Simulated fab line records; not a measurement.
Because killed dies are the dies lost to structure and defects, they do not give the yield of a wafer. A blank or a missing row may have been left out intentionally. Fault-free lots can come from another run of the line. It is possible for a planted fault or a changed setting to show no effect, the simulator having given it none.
The tool behind it: which one?    flow gf180mcu    72 wafers from 24 lots sampled at 5 of the route's 602 steps

== WHAT THE GAUGES READ, wafer by wafer ==
GF_V4_THK_MEAS_03.
lot   measured      on            V4_CVD_02_THK (nm)
L074  day 23 12:28  filmMetro-03  845 855 848
L075  day 24 03:20  filmMetro-03  814 825 832
L077  day 24 14:23  filmMetro-03  836 838 844
L076  day 24 17:05  filmMetro-03  831 843 839
L078  day 24 21:38  filmMetro-04  845 863 853
L079  day 25 11:31  filmMetro-02  839 847 870
L080  day 25 14:28  filmMetro-03  831 838 851
L081  day 26 02:45  filmMetro-02  836 819 845
L082  day 26 10:32  filmMetro-02  842 853 850
L083  day 26 17:40  filmMetro-02  829 835 841
L084  day 27 05:09  filmMetro-02  875 886 849
L085  day 27 09:49  filmMetro-02  830 829 837
L086  day 27 12:54  filmMetro-03  824 862 837
L087  day 28 01:11  filmMetro-03  821 830 841
L088  day 28 09:51  filmMetro-04  855 860 849
L089  day 28 10:11  filmMetro-02  831 852 841
L090  day 28 15:17  filmMetro-02  828 840 839
L091  day 29 08:12  filmMetro-02  847 848 857
L092  day 29 08:34  filmMetro-02  859 823 831
L093  day 29 11:43  filmMetro-02  838 844 871
L094  day 29 17:05  filmMetro-04  836 853 857
L095  day 30 17:38  filmMetro-04  825 831 848
L096  day 30 18:43  filmMetro-03  838 856 853
L097  day 30 22:00  filmMetro-04  851 842 861

GF_V4_OVL_MEAS_15.
lot   measured      on          V4_OVL (nm)
L074  day 24 11:26  overlay-01  -5 -2 -6
L075  day 25 01:38  overlay-01  -2 -5 -6
L077  day 25 12:28  overlay-02  -4 -2 -3
L076  day 25 15:05  overlay-01  12 14 9
L078  day 25 20:01  overlay-01  -1 -2 -4
L079  day 26 09:52  overlay-01  -7 -16 -3
L080  day 26 11:50  overlay-02  -3 0 -1
L081  day 26 23:23  overlay-01  -11 -7 -7
L082  day 27 08:02  overlay-02  -11 -5 -4
L083  day 27 14:47  overlay-02  3 -8 3
L084  day 28 01:59  overlay-02  -5 7 -3
L085  day 28 06:35  overlay-01  0 -5 -1
L086  day 28 10:04  overlay-02  -9 1 -10
L087  day 28 21:17  overlay-02  -4 -3 -7
L088  day 29 06:15  overlay-01  -1 -3 -1
L089  day 29 07:11  overlay-02  1 -4 11
L090  day 29 11:41  overlay-02  -8 -2 -7
L091  day 30 03:36  overlay-02  -3 -6 -4
L092  day 30 04:14  overlay-01  0 -7 4
L093  day 30 06:58  overlay-02  1 1 9
L094  day 30 12:44  overlay-02  -12 -12 -10
L095  day 31 12:31  overlay-01  3 -5 4
L096  day 31 13:28  overlay-01  -2 5 -7
L097  day 31 16:01  overlay-02  6 5 2

GF_MIM_THK_MEAS_06.
lot   measured      on            MIM_CVD_05_THK (nm)
L074  day 24 13:05  filmMetro-02  41.7 41.5 41.2
L075  day 25 03:17  filmMetro-01  42.1 41.7 42.3
L077  day 25 14:16  filmMetro-02  41.9 40.9 41.2
L076  day 25 16:44  filmMetro-04  41.4 42.0 43.5
L078  day 25 21:42  filmMetro-04  40.7 41.9 42.6
L079  day 26 11:35  filmMetro-04  41.3 42.1 41.5
L080  day 26 13:31  filmMetro-02  41.5 43.2 42.5
L081  day 27 01:02  filmMetro-04  41.9 42.2 41.1
L082  day 27 09:46  filmMetro-04  41.0 41.4 41.6
L083  day 27 16:31  filmMetro-02  40.8 41.2 41.5
L084  day 28 03:38  filmMetro-02  40.5 41.7 40.8
L085  day 28 08:16  filmMetro-04  40.8 41.6 41.5
L086  day 28 11:43  filmMetro-04  41.1 41.4 42.2
L087  day 28 22:59  filmMetro-02  42.1 41.7 42.3
L088  day 29 07:55  filmMetro-01  42.4 42.3 42.2
L089  day 29 08:52  filmMetro-01  41.8 42.0 42.0
L090  day 29 13:33  filmMetro-01  41.5 41.6 42.4
L091  day 30 05:18  filmMetro-04  42.3 41.6 42.3
L092  day 30 05:55  filmMetro-04  41.6 41.6 40.8
L093  day 30 08:39  filmMetro-04  42.0 42.2 42.4
L094  day 30 14:44  filmMetro-02  41.8 41.5 42.2
L095  day 31 14:11  filmMetro-01  41.7 41.1 41.1
L096  day 31 15:07  filmMetro-01  41.7 42.2 42.3
L097  day 31 17:49  filmMetro-04  41.8 42.6 41.2

GF_V5_THK_MEAS_01.
lot   measured      on            V5_CVD_00_THK (nm)
L074  day 26 09:52  filmMetro-03  304 298 306
L075  day 26 23:22  filmMetro-02  306 304 301
L077  day 27 09:55  filmMetro-02  304 301 298
L076  day 27 11:35  filmMetro-01  307 299 303
L078  day 27 17:46  filmMetro-03  300 305 302
L079  day 28 05:14  filmMetro-01  300 296 300
L080  day 28 07:44  filmMetro-01  304 305 303
L081  day 28 18:59  filmMetro-02  305 304 305
L082  day 29 02:17  filmMetro-03  302 301 302
L083  day 29 09:16  filmMetro-03  305 303 311
L084  day 29 18:52  filmMetro-01  300 303 299
L085  day 29 23:22  filmMetro-01  304 304 304
L086  day 30 03:36  filmMetro-02  301 301 303
L087  day 30 13:59  filmMetro-03  302 307 308
L088  day 30 22:30  filmMetro-01  305 298 301
L089  day 30 23:35  filmMetro-02  301 300 301
L090  day 31 04:20  filmMetro-02  298 306 302
L091  day 31 18:14  filmMetro-03  301 299 297
L092  day 31 18:52  filmMetro-01  294 300 301
L093  day 31 22:01  filmMetro-01  305 303 305
L094  day 32 02:22  filmMetro-01  300 295 299
L095  day 33 00:26  filmMetro-03  304 302 302
L096  day 33 01:14  filmMetro-02  295 309 295
L097  day 33 02:53  filmMetro-01  297 293 305

== WHAT TOOL EACH LOT RAN ON (gives the tool, then ch and the chambers of the sampled wafers, and finally the start) ==
lot   GF_V3_CVD_23
L074  cvdW-01 ch 0,1, day 22 11:50
L075  cvdW-02 ch 0,1, day 23 03:14
L077  cvdW-02 ch 0,1, day 23 13:41
L076  cvdW-01 ch 0, day 23 16:13
L078  cvdW-02 ch 0,1, day 23 21:20
L079  cvdW-02 ch 0,1, day 24 11:37
L080  cvdW-01 ch 0,1, day 24 14:53
L081  cvdW-01 ch 0,1, day 25 03:41
L082  cvdW-02 ch 0,1, day 25 11:08
L083  cvdW-02 ch 0,1, day 25 18:40
L084  cvdW-01 ch 0,1, day 26 06:31
L085  cvdW-02 ch 0,1, day 26 11:30
L086  cvdW-02 ch 0,1, day 26 15:06
L087  cvdW-02 ch 1, day 27 02:31
L088  cvdW-02 ch 0,1, day 27 11:49
L089  cvdW-01 ch 0,1, day 27 11:56
L090  cvdW-02 ch 0,1, day 27 17:53
L091  cvdW-01 ch 0,1, day 28 10:46
L092  cvdW-01 ch 0,1, day 28 11:59
L093  cvdW-02 ch 0,1, day 28 14:14
L094  cvdW-01 ch 0,1, day 28 20:16
L095  cvdW-01 ch 0,1, day 29 21:50
L096  cvdW-02 ch 0,1, day 29 22:13
L097  cvdW-01 ch 0,1, day 30 01:38
- GF_V3_CVD_23: deposits W, target thk 350 nm, time 104.9 s.

== AS READ BY THE TOOLS THEMSELVES (means over the sampled wafers that have a number; for cases with no such wafer, the mark the record gives instead) ==
GF_V3_CVD_23.
lot   tool     heaterPowerW (W)
L074  cvdW-01  814
L075  cvdW-02  689
L077  cvdW-02  672
L076  cvdW-01  853
L078  cvdW-02  679
L079  cvdW-02  779
L080  cvdW-01  751
L081  cvdW-01  786
L082  cvdW-02  784
L083  cvdW-02  683
L084  cvdW-01  801
L085  cvdW-02  783
L086  cvdW-02  792
L087  cvdW-02  592
L088  cvdW-02  776
L089  cvdW-01  754
L090  cvdW-02  686
L091  cvdW-01  798
L092  cvdW-01  799
L093  cvdW-02  693
L094  cvdW-01  805
L095  cvdW-01  800
L096  cvdW-02  793
L097  cvdW-01  750

== THE ANSWER, worked out from the rows above alone ==
Rule: the usual values come from the lots themselves. The widest of any qualifying gaps counts: lots, ordered by their means at a reading, are off when they make up no more than a third of the lots, leave a main group of 4 or more, and stand apart from it by 3 or more times the standard deviation of that group's means. The tables above print the reading to a certain number of digits; a main group whose means all agree to those digits is not used. Also off: a lot with no number at a reading for which 4 or more lots have one. Where the step has rows for the other lots, those lots are counted as sound. Order of review: gauges by route order, followed by the tools' own readings, for which a lot's mean as printed above is used. The first step at which some lot is off is used, and at that step the reading that is off furthest; a lot without a number counts as furthest.
None of the lots is off at any reading shown; this tells nothing.

== WHAT THE SIMULATOR PUT IN ==
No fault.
